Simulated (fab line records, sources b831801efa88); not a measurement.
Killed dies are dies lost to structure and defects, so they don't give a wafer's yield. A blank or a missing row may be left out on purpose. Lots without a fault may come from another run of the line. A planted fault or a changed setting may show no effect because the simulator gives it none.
fab line records | flow sky130
record lots=6 wafers=18 last_day=50
route steps=708 shown LDD_HVP@288 LDD_LDN@289 PAD_OPEN@708
lots that met no fault: from a run of the same line without faults
start_h: hours from the record's first day to the start of the lot's first wafer shown | wait_h: hours since the lot's step before | " the same as in the row above | L1.1+2: a row that stands for several wafers | - no value, or no start given | * or withheld: withheld | < > ~ a bound
route shown NAME@n: a module of which the file shows steps, and the number in the route of the first | usual: mean/standard deviation of fault-free wafers | same: alike in all rows | chamber/n: place in a boat | sites: the reading at each site | _std_site: their standard deviation | _edge_site: outer sites' mean less inner sites' | radius_mm: how far each site lies from the wafer's centre | mask NAME#n: copy n | behind: the tool/chamber that last shaped the wafer | hold: why the lot was held/for how many hours/how that ended | device: the transistor (n, p or np) that didn't switch | end of line: the same wafers' tests at the end of the route | a step without rows: its recipe alone | killed: dies lost to structure and defects at the first sort, not the wafer's yield | map: a wafer's dies, x killed, . not, _ none there
set.NAME: the setting as run; set.NAME@STEP: as run at that earlier step | model.NAME: the simulator's own value behind a step, which no gauge read
lots at some steps of the route; a table a step, a row a wafer
services: from which hour (start_h, from the record's first day; less than 0 if before it) a tool's chamber was out of use, for how many hours, and why
## steps
# step SKY_LDD_HVP_TW_MEAS_10
# usual LDD_HVP_TW=459/3.4
# columns lot.wafer tool chamber start_h wait_h LDD_HVP_TW
L478.2 film_metro-01 - 545.96 0.1 465
L478.4 " - " " 463
L478.6 " - " " 466
L479.1 film_metro-01 - 557.05 0.1 462
L479.2 " - " " 461
L479.6 " - " " 461
L486.2 film_metro-02 - 618.91 0.1 452
L486.3 " - " " 456
L486.6 " - " " 452
L491.2 film_metro-04 - 657.10 0.1 462
L491.4 " - " " 462
L491.6 " - " " 461
L493.3 film_metro-02 - 671.09 0.1 458
L493.4 " - " " 457
L493.5 " - " " 456
L495.2 film_metro-02 - 690.45 0.1 458
L495.3 " - " " 454
L495.5 " - " " 457
# step SKY_LDD_LDN_DEHYDRATE_00
# recipe temp_c=200 time_s=60
# step SKY_LDD_LDN_HMDS_01
# recipe prime_time_s=60 prime_temp_c=120
# step SKY_LDD_LDN_COAT_02
# recipe resist=NOVOLAK spin_rpm=3000 resist_thk_nm=1140
# step SKY_LDD_LDN_SOFTBAKE_03
# recipe temp_c=90 time_s=60 resist=NOVOLAK
# step SKY_LDD_LDN_EXPOSE_04
# recipe mask_id=LDNTM na=0.6 source_shape=conventional sigma_outer=0.6 polarization=unpolarized target_cd_nm=700 dose_mj=137.4
# step SKY_LDD_LDN_PEB_05
# recipe temp_c=withheld time_s=* resist=NOVOLAK
# step SKY_LDD_LDN_DEVELOP_06
# recipe resist=NOVOLAK developer=TMAH develop_time_s=60 dev_temp_c=23
# step SKY_LDD_LDN_OVL_MEAS_07
# usual LDD_LDN_OVL=1.5/1.1
# columns lot.wafer tool chamber start_h wait_h LDD_LDN_OVL[nm]
L478.2 overlay-01 - 575.82 0.1 0.4
L478.4 " - " " -0.2
L478.6 " - " " -0.9
L479.1 overlay-02 - 587.60 0.1 2.2
L479.2 " - " " 2.6
L479.6 " - " " 1.3
L486.2 overlay-01 - 647.72 0.1 1.9
L486.3 " - " " 1.7
L486.6 " - " " 3.4
L491.2 overlay-01 - 685.91 0.1 2.6
L491.4 " - " " 0.8
L491.6 " - " " 0.9
L493.3 overlay-01 - 699.06 0.1 1.3
L493.4 " - " " 2.0
L493.5 " - " " 1.5
L495.2 overlay-01 - 717.91 0.1 1.3
L495.3 " - " " 1.1
L495.5 " - " " 1.9
# step SKY_LDD_LDN_IMPLANT_08
# recipe species=As energy_kev=15 dose_cm2=1.25e+13 tilt_deg=withheld rotation_deg=23
# step SKY_LDD_LDN_IMPLANT_09
# recipe species=As energy_kev=15 dose_cm2=1.25e+13 tilt_deg=withheld rotation_deg=113
# step SKY_LDD_LDN_IMPLANT_10
# recipe species=As energy_kev=15 dose_cm2=1.25e+13 tilt_deg=withheld rotation_deg=203
# step SKY_LDD_LDN_IMPLANT_11
# recipe species=As energy_kev=15 dose_cm2=1.25e+13 tilt_deg=withheld rotation_deg=293
# usual dose_ions_cm2=1.2497e+13/1.4e+10 faraday_current_uA=70.5/1.5
# columns lot.wafer tool chamber start_h wait_h dose_ions_cm2 faraday_current_uA
L478.2 implanter-01 0 576.32 0.1 8.381e+12 47.3
L478.4 " 0 " " 8.372e+12 46.4
L478.6 " 0 " " 8.375e+12 47.2
L479.1 implanter-01 0 588.09 0.1 8.362e+12 47.3
L479.2 " 0 " " 8.378e+12 48.0
L479.6 " 0 " " 8.342e+12 46.7
L486.2 implanter-04 0 648.22 0.1 1.2474e+13 73.1
L486.3 " 0 " " 1.2487e+13 72.8
L486.6 " 0 " " 1.2519e+13 70.2
L491.2 implanter-01 0 686.41 0.1 1.2505e+13 71.7
L491.4 " 0 " " 1.2479e+13 68.5
L491.6 " 0 " " 1.2497e+13 70.9
L493.3 implanter-01 0 699.59 0.1 1.2499e+13 70.5
L493.4 " 0 " " 1.2487e+13 71.7
L493.5 " 0 " " 1.2502e+13 72.0
L495.2 implanter-03 0 718.41 0.1 1.2486e+13 70.0
L495.3 " 0 " " 1.2494e+13 68.3
L495.5 " 0 " " 1.2489e+13 70.2
# step SKY_LDD_LDN_STRIP_12
# recipe chemistry=O2/N2 power_w=1400 pressure_mtorr=1500 platen_temp_c=withheld o2_flow_sccm=3000 n2_flow_sccm=300 overash_fraction=0.5
# usual drypump_motor_current_A=5.6/0.4 n2_flow_sccm=300.1/0.89 oes_product_au=0.716/0.0042 strip_time_to_endpoint_s=14.17/0.045
# columns lot.wafer tool chamber start_h wait_h drypump_motor_current_A n2_flow_sccm oes_product_au rf_hours_counter_h strip_time_to_endpoint_s
L478.2 plasma_asher-02 0 576.45 0.1 5.8 299.5 0.716 15 14.22
L478.4 " 0 " " 5.8 300.8 0.717 - 14.20
L478.6 " 1 " " 4.9 300.0 0.720 - 14.18
L479.1 plasma_asher-03 1 588.24 0.1 5.9 298.9 0.725 75 14.13
L479.2 " 0 " " 5.6 299.0 0.722 75 14.15
L479.6 " 1 " " 6.0 299.7 0.715 - 14.17
L486.2 plasma_asher-03 1 648.35 0.1 6.0 298.5 0.715 81 14.15
L486.3 " 0 " " 5.5 299.7 0.715 - 14.15
L486.6 " 0 " " 5.6 299.7 0.718 - 14.17
L491.2 plasma_asher-01 1 686.54 0.1 5.4 301.7 0.718 59 14.24
L491.4 " 0 " " 6.2 301.7 0.718 - 14.27
L491.6 " 0 " " 6.2 299.8 0.718 - 14.27
L493.3 plasma_asher-03 1 699.72 0.1 6.0 300.1 0.717 - 14.24
L493.4 " 0 " " 5.6 300.1 0.718 - 14.24
L493.5 " 1 " " 6.0 299.4 0.717 - 14.13
L495.2 plasma_asher-02 1 718.54 0.1 4.9 299.0 0.720 30 14.16
L495.3 " 0 " " 5.8 301.2 0.717 - 14.19
L495.5 " 0 " " 5.9 299.9 0.712 - 14.15
# step SKY_LDD_LDN_TW_MEAS_13
# usual LDD_LDN_TW=1479/8.8
# columns lot.wafer tool chamber start_h wait_h hold LDD_LDN_TW
L478.2 film_metro-03 - 576.56 0.1 await_dispo/0.2h/release 1437
L478.4 " - " " await_dispo/0.2h/release 1435
L478.6 " - " " await_dispo/0.2h/release 1430
L478.2 film_metro-03 - 576.79 0.2 - 1431
L478.4 " - " " - 1436
L478.6 " - " " - 1442
L479.1 film_metro-04 - 588.34 0.1 await_dispo/0.2h/release 1433
L479.2 " - " " await_dispo/0.2h/release 1436
L479.6 " - " " await_dispo/0.2h/release 1442
L479.1 film_metro-04 - 588.56 0.2 - 1434
L479.2 " - " " - 1441
L479.6 " - " " - 1437
L486.2 film_metro-03 - 648.46 0.1 - 1479
L486.3 " - " " - 1479
L486.6 " - " " - 1484
L491.2 film_metro-03 - 686.65 0.1 - 1476
L491.4 " - " " - 1476
L491.6 " - " " - 1484
L493.3 film_metro-04 - 699.81 0.1 - 1475
L493.4 " - " " - 1470
L493.5 " - " " - 1477
L495.2 film_metro-04 - 718.65 0.1 - 1478
L495.3 " - " " - 1468
L495.5 " - " " - 1470
# step SKY_PAD_OPEN_PROBE_99
# usual killed_at_M0_to_M3=43/5.9 killed_at_M4_up=2.9/1.5 killed_at_contacts=24/5 killed_at_front_end=15/4.8 killed_at_other=0.2/0.5 killed_dies=86/9.3 killed_on_rim=17/4.1 killed_open=47/7.1 killed_short=38/6.3
# same gross_dies=492 killed_at_back_side=0
# columns lot.wafer tool chamber start_h wait_h killed_at_M0_to_M3 killed_at_M4_up killed_at_contacts killed_at_front_end killed_at_other killed_dies killed_on_rim killed_open killed_short model.etest.tip_sonos.rs_ohm_sq
L478.2 prober-02 - 1112.75 0.1 37 7 18 34 1 97 25 48 49 2814
L478.4 prober-02 - 1112.85 0.2 48 3 22 21 0 94 18 49 45 2871
L478.6 prober-02 - 1112.95 0.2 47 2 23 22 1 95 23 65 30 2805
L479.1 prober-01 - 1128.65 0.1 38 2 17 10 0 67 17 38 29 2957
L479.2 prober-01 - 1128.70 0.1 42 1 20 12 0 75 13 47 28 2926
L479.6 prober-01 - 1128.90 0.2 47 5 35 21 0 108 21 71 37 2929
L486.2 prober-02 - 1164.38 0.1 43 3 21 12 0 79 17 47 32 2687
L486.3 prober-02 - 1164.43 0.2 44 3 29 18 0 94 15 48 46 2666
L486.6 prober-02 - 1164.58 0.2 43 3 18 21 0 85 21 45 40 2700
L491.2 prober-02 - 1189.04 0.1 41 4 23 10 0 78 7 41 37 2604
L491.4 prober-02 - 1189.14 0.2 43 1 33 18 2 97 22 57 40 2577
L491.6 prober-02 - 1189.24 0.2 42 4 28 11 0 85 14 48 37 2565
L493.3 prober-02 - 1194.92 0.2 39 3 28 7 0 77 19 42 35 2617
L493.4 prober-02 - 1194.97 0.2 49 1 31 12 0 93 17 51 42 2576
L493.5 prober-02 - 1195.02 0.2 39 0 25 10 0 74 15 45 29 2618
L495.2 prober-02 - 1208.89 0.1 42 4 26 19 0 91 15 55 36 2771
L495.3 prober-02 - 1208.94 0.2 42 2 31 16 0 91 15 47 44 2797
L495.5 prober-02 - 1209.04 0.2 41 2 32 25 0 100 19 51 49 2734
# killed by level:class
L478.2 VIA1:geometric_particle:open=12 FIELD_ISO:geometric_particle:short=9 POLY_GATE:geometric_particle:open=7 POLY_GATE:geometric_particle:short=7 VIA3:geometric_particle:open=7 FIELD_ISO:geometric_particle:open=5 METAL4:geometric_particle:short=5 LI_CONTACT:geometric_particle:open=5
L478.4 METAL2:geometric_particle:short=15 CONTACT:geometric_particle:short=8 VIA2:geometric_particle:open=8 FIELD_ISO:geometric_particle:open=7 CONTACT:geometric_particle:open=7 VIA3:geometric_particle:open=7 FIELD_ISO:geometric_particle:short=4 LI_CONTACT:geometric_particle:open=4
L478.6 VIA1:geometric_particle:open=14 CONTACT:geometric_particle:open=13 VIA3:geometric_particle:open=10 LI_CONTACT:geometric_particle:open=7 POLY_GATE:geometric_particle:open=6 POLY_GATE:geometric_particle:short=6 METAL1:geometric_particle:short=6 FIELD_ISO:geometric_particle:open=4
L479.1 VIA2:geometric_particle:open=9 LI_CONTACT:geometric_particle:open=8 METAL1:geometric_particle:short=7 VIA1:geometric_particle:open=7 POLY_GATE:geometric_particle:short=4 CONTACT:geometric_particle:open=4 CONTACT:geometric_particle:short=3 VIA1:geometric_particle:short=3
L479.2 VIA1:geometric_particle:open=10 CONTACT:geometric_particle:open=7 CONTACT:geometric_particle:short=6 METAL1:geometric_particle:open=6 FIELD_ISO:geometric_particle:open=5 LI_CONTACT:geometric_particle:open=5 VIA2:geometric_particle:open=5 METAL2:geometric_particle:short=4
L479.6 LI_CONTACT:geometric_particle:open=13 CONTACT:geometric_particle:open=13 VIA2:geometric_particle:open=10 VIA1:geometric_particle:open=9 FIELD_ISO:geometric_particle:open=7 VIA3:geometric_particle:open=7 FIELD_ISO:geometric_particle:short=6 CONTACT:geometric_particle:short=5
L486.2 VIA1:geometric_particle:open=12 CONTACT:geometric_particle:open=8 VIA2:geometric_particle:open=8 VIA3:geometric_particle:open=8 CONTACT:geometric_particle:short=6 METAL1:geometric_particle:short=5 LI_CONTACT:geometric_particle:open=4 FIELD_ISO:geometric_particle:open=3
L486.3 VIA1:geometric_particle:open=9 CONTACT:geometric_particle:short=8 CONTACT:geometric_particle:open=8 METAL1:geometric_particle:short=8 VIA3:geometric_particle:open=8 FIELD_ISO:geometric_particle:open=5 LI_CONTACT:geometric_particle:open=5 LOCAL_INTERCONNECT:geometric_particle:short=5
L486.6 VIA1:geometric_particle:open=8 CONTACT:geometric_particle:open=8 VIA2:geometric_particle:open=7 METAL1:geometric_particle:short=7 POLY_GATE:geometric_particle:short=6 VIA1:geometric_particle:short=6 FIELD_ISO:geometric_particle:short=5 POLY_GATE:geometric_particle:open=5
L491.2 VIA3:geometric_particle:open=9 CONTACT:geometric_particle:open=7 METAL2:geometric_particle:short=7 VIA2:geometric_particle:open=7 LOCAL_INTERCONNECT:geometric_particle:short=5 VIA1:geometric_particle:short=5 VIA1:geometric_particle:open=5 LI_CONTACT:geometric_particle:short=4
L491.4 VIA1:geometric_particle:open=13 CONTACT:geometric_particle:open=9 VIA3:geometric_particle:open=9 LI_CONTACT:geometric_particle:open=7 CONTACT:geometric_particle:short=7 LOCAL_INTERCONNECT:geometric_particle:short=6 VIA2:geometric_particle:open=6 POLY_GATE:geometric_particle:open=5
L491.6 CONTACT:geometric_particle:open=10 VIA1:geometric_particle:short=9 VIA3:geometric_particle:open=9 VIA1:geometric_particle:open=8 LI_CONTACT:geometric_particle:open=7 LOCAL_INTERCONNECT:geometric_particle:short=5 CONTACT:geometric_particle:short=5 VIA2:geometric_particle:open=5
L493.3 CONTACT:geometric_particle:open=13 LI_CONTACT:geometric_particle:open=9 METAL1:geometric_particle:short=8 VIA1:geometric_particle:open=7 METAL2:geometric_particle:short=5 VIA2:geometric_particle:open=4 VIA3:geometric_particle:open=4 LOCAL_INTERCONNECT:geometric_particle:short=3
L493.4 VIA3:geometric_particle:open=10 LI_CONTACT:geometric_particle:open=9 CONTACT:geometric_particle:open=9 CONTACT:geometric_particle:short=9 VIA1:geometric_particle:open=8 METAL2:geometric_particle:short=7 VIA1:geometric_particle:short=6 METAL1:geometric_particle:open=4
L493.5 CONTACT:geometric_particle:open=13 VIA1:geometric_particle:open=11 FIELD_ISO:geometric_particle:short=5 VIA1:geometric_particle:short=5 VIA2:geometric_particle:open=5 VIA3:geometric_particle:open=5 LI_CONTACT:geometric_particle:open=4 CONTACT:geometric_particle:short=4
L495.2 CONTACT:geometric_particle:open=14 VIA1:geometric_particle:open=10 LI_CONTACT:geometric_particle:open=9 METAL2:geometric_particle:short=7 VIA2:geometric_particle:open=6 FIELD_ISO:geometric_particle:short=5 METAL1:geometric_particle:short=4 VIA3:geometric_particle:open=4
L495.3 CONTACT:geometric_particle:open=11 VIA1:geometric_particle:open=9 LI_CONTACT:geometric_particle:open=8 VIA1:geometric_particle:short=7 FIELD_ISO:geometric_particle:short=6 CONTACT:geometric_particle:short=5 METAL2:geometric_particle:short=5 LOCAL_INTERCONNECT:geometric_particle:short=4
L495.5 CONTACT:geometric_particle:open=11 METAL1:geometric_particle:short=10 VIA1:geometric_particle:open=9 LI_CONTACT:geometric_particle:open=8 FIELD_ISO:geometric_particle:open=7 POLY_GATE:geometric_particle:short=6 CONTACT:geometric_particle:short=6 METAL3:geometric_particle:short=5
## services
# columns tool chamber start_h hours kind
plasma_asher-03 - 555.24 14.6 pm
implanter-04 - 566.28 3.4 pm
implanter-04 - 571.49 0.9 repair
implanter-03 - 575.55 3.4 repair
implanter-03 - 586.59 7.9 repair
implanter-03 - 634.10 45.8 pm
plasma_asher-03 - 666.57 2.0 repair
plasma_asher-03 - 686.33 1.7 repair
plasma_asher-02 - 698.16 0.6 repair
plasma_asher-02 - 701.27 4.0 pm
## key
first_sign step=SKY_LDD_LDN_IMPLANT_11 reading=dose_ions_cm2 direction=down sigmas=99+ usual=* struck=*
effect step=SKY_LDD_LDN_IMPLANT_11 reading=faraday_current_uA direction=down sigmas=16 usual=70.5 struck=47.2
effect step=SKY_LDD_LDN_TW_MEAS_13 reading=visit direction=added
model_effect step=SKY_PAD_OPEN_PROBE_99 value=etest.tip_sonos.rs_ohm_sq without=2744 struck=2884
met_at SKY_LDD_LDN_IMPLANT_11
struck_wafers L478.2,L478.4,L478.6,L479.1,L479.2,L479.6
tester_left_out L478,L479
fault kind=process_parameter_drift tool=implanter-01 chamber=- onset_h=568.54 steps=SKY_LDD_LDN_IMPLANT_11 channel=dose_cm2 offset=* shape=step end_h=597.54 acts_in=* stated=*
# tester_left_out: of these lots the tester's yield and bins aren't shown, on N5 and GAA mostly nor the transistor test; their killed dies are dies lost to structure and defects alone, not to doping, threshold or leakage, so they don't give the yield
